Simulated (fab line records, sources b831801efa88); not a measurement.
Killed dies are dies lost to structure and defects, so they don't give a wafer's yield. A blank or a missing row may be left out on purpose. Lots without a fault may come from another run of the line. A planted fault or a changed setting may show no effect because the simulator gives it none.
Chamber matching | flow sky130 | SKY_VIA4_CMP_21 on cmp-02: 4 sister chambers
The step polishes, stops on SiO2, t overpolish 25 s, target thk 0 nm. 4 wafers are shown with their chamber, then 12 later ones without.

WAFERS WITH THEIR CHAMBER
wafer  | chamber | motor_current_A (A)
L084.4 | 3       | 10.5
L088.4 | 0       | 13.1
L088.5 | 2       | 11.6
L088.6 | 1       | 13.3

WAFERS WITHOUT THEIR CHAMBER
wafer  | motor_current_A (A)
L091.2 | 11.3
L091.4 | 13.2
L091.5 | 10.8
L092.1 | 11.0
L092.4 | 12.1
L092.6 | 13.9
L093.1 | 10.6
L093.5 | 10.6
L093.6 | 11.4
L095.2 | 13.2
L095.3 | 11.1
L095.5 | 10.8

WHICH CHAMBER EACH WENT THROUGH
wafer  | from the rows above     | in truth
L091.2 | can't be placed: 2 or 3 | 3
L091.4 | can't be placed: 0 or 1 | 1
L091.5 | can't be placed: 3 or 2 | 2
L092.1 | can't be placed: 3 or 2 | 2
L092.4 | can't be placed: 2 or 0 | 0
L092.6 | can't be placed: 1 or 0 | 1
L093.1 | 3                       | 3
L093.5 | 3                       | 3
L093.6 | 2                       | 2
L095.2 | can't be placed: 0 or 1 | 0
L095.3 | can't be placed: 2 or 3 | 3
L095.5 | can't be placed: 3 or 2 | 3
Placed correctly: 3 of 12. Can't be placed from these rows: 9 (the true chamber is among the candidates in 9). Placed wrongly: 0.
How it was worked out, from the rows above alone: a wafer's distance from a chamber is the root of the sum, over the readings, of the square of ((its reading less the chamber's mean) divided by the reading's scatter). The wafer belongs to the nearest chamber; if the next one is less than 2 further off, it can't be placed. A chamber's mean is the mean of its shown wafers. The scatter: with one shown wafer a chamber, the root of the mean of the squares of how far each hidden wafer lies from its nearest shown one.
